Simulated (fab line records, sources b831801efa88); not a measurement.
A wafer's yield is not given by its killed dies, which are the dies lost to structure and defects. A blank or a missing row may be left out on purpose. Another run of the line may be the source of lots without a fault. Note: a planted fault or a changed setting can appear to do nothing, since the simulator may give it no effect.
Commonality check across tools -- flow gf180mcu -- 13 lots, 39 wafers sampled

## WHY THIS WAS OPENED
On 2 of the 13 lots, a flag is raised at GF_M5_CD_MEAS_07 on the reading cdNm. No-fault wafers: 279.9 nm, standard deviation 1.2.
Rule: a lot gets a flag if all its wafers with a number sit over 4 standard deviations from that mean, or if no wafer of it has a number. As for the other lots, they are considered sound.

lot,measured,on,"cdNm (nm), wafer by wafer",flag
L639,day 26 07:20,cdSem-02,282.0 282.5 282.8,
L640,day 27 06:31,cdSem-01,278.8 279.3 278.0,
L642,day 27 13:26,cdSem-02,280.7 280.9 280.9,
L649,day 29 04:18,cdSem-02,271.3 270.4 270.9,FLAGGED
L650,day 29 10:11,cdSem-02,269.6 270.4 270.1,FLAGGED
L652,day 30 03:04,cdSem-02,280.2 278.9 279.4,
L654,day 30 18:56,cdSem-01,278.3 278.6 278.7,
L656,day 31 09:37,cdSem-01,277.8 278.0 278.1,
L657,day 31 17:28,cdSem-02,280.2 279.8 279.4,
L659,day 32 04:03,cdSem-02,281.9 282.8 280.8,
L660,day 32 12:55,cdSem-02,279.1 279.8 279.4,
L661,day 32 13:54,cdSem-02,279.9 279.1 279.4,
L662,day 32 18:19,cdSem-01,279.6 280.1 280.3,
On average the flagged lots' numbers are 270.4 nm, which is -9.4 nm against the usual, or -8 standard deviations.

## WHICH TOOL EACH LOT WENT THROUGH
The record holds 1 process step before the reading, out of a route of 602 steps. Read each cell as the tool, then ch plus the chambers that the sampled wafers visited, then the start.
lot,flag,GF_M5_PEB_05
L639,,"lithoTrack-01 ch 0, day 26 06:59"
L640,,"lithoTrack-04 ch 0, day 27 06:10"
L642,,"lithoTrack-01 ch 0, day 27 13:05"
L649,FLAGGED,"lithoTrack-01 ch 0, day 29 03:58"
L650,FLAGGED,"lithoTrack-01 ch 0, day 29 09:50"
L652,,"lithoTrack-04 ch 0, day 30 02:43"
L654,,"lithoTrack-04 ch 0, day 30 18:36"
L656,,"lithoTrack-04 ch 0, day 31 09:16"
L657,,"lithoTrack-03 ch 0, day 31 17:08"
L659,,"lithoTrack-03 ch 0, day 32 03:42"
L660,,"lithoTrack-03 ch 0, day 32 12:35"
L661,,"lithoTrack-03 ch 0, day 32 13:33"
L662,,"lithoTrack-04 ch 0, day 32 17:58"
What the steps here do:
- GF_M5_PEB_05: peb time 90 s.
- GF_M5_CD_MEAS_07: target cd 280 nm.

## FLAGGED AGAINST TOTAL, ONE TOOL AT A TIME (gauges that did the reading follow at the end)
step,tool,lots run,flagged,share of the flagged lots,sound lots run after its first flagged lot
GF_M5_PEB_05,lithoTrack-01,4,2,all,0
GF_M5_PEB_05,lithoTrack-03,4,0,none,-
GF_M5_PEB_05,lithoTrack-04,5,0,none,-
GF_M5_CD_MEAS_07,cdSem-01,4,0,none,-
GF_M5_CD_MEAS_07,cdSem-02,9,2,all,"5 (L652,L657,L659,L660,L661)"

## WHAT THE TABLE ALLOWS
In 2 table rows, all flagged lots were run: lithoTrack-01 (GF_M5_PEB_05), cdSem-02 (GF_M5_CD_MEAS_07).
- lithoTrack-01 at GF_M5_PEB_05: 2 of its 4 lots flagged. A fault beginning between L642 (day 27 13:05), its last sound lot, and L649 (day 29 03:58), its first flagged one, fits the data. Its own readings lie more than 4 standard deviations out on every wafer of the flagged lots: heaterPowerTotalW, plateTempC.
- cdSem-02 at GF_M5_CD_MEAS_07: 2 of its 9 lots flagged. Lots that were sound ran on it after the first flagged one (L652, L657, L659, L660, L661); a persistent fault on the entire tool would not allow that.
Just one tool remains: lithoTrack-01 at GF_M5_PEB_05.

## WHAT THE SIMULATOR HAD PUT IN
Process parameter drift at GF_M5_PEB_05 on lithoTrack-01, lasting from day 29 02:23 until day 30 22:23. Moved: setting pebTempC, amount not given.
Struck lots among those shown: L649, L650. The rule above found the same.
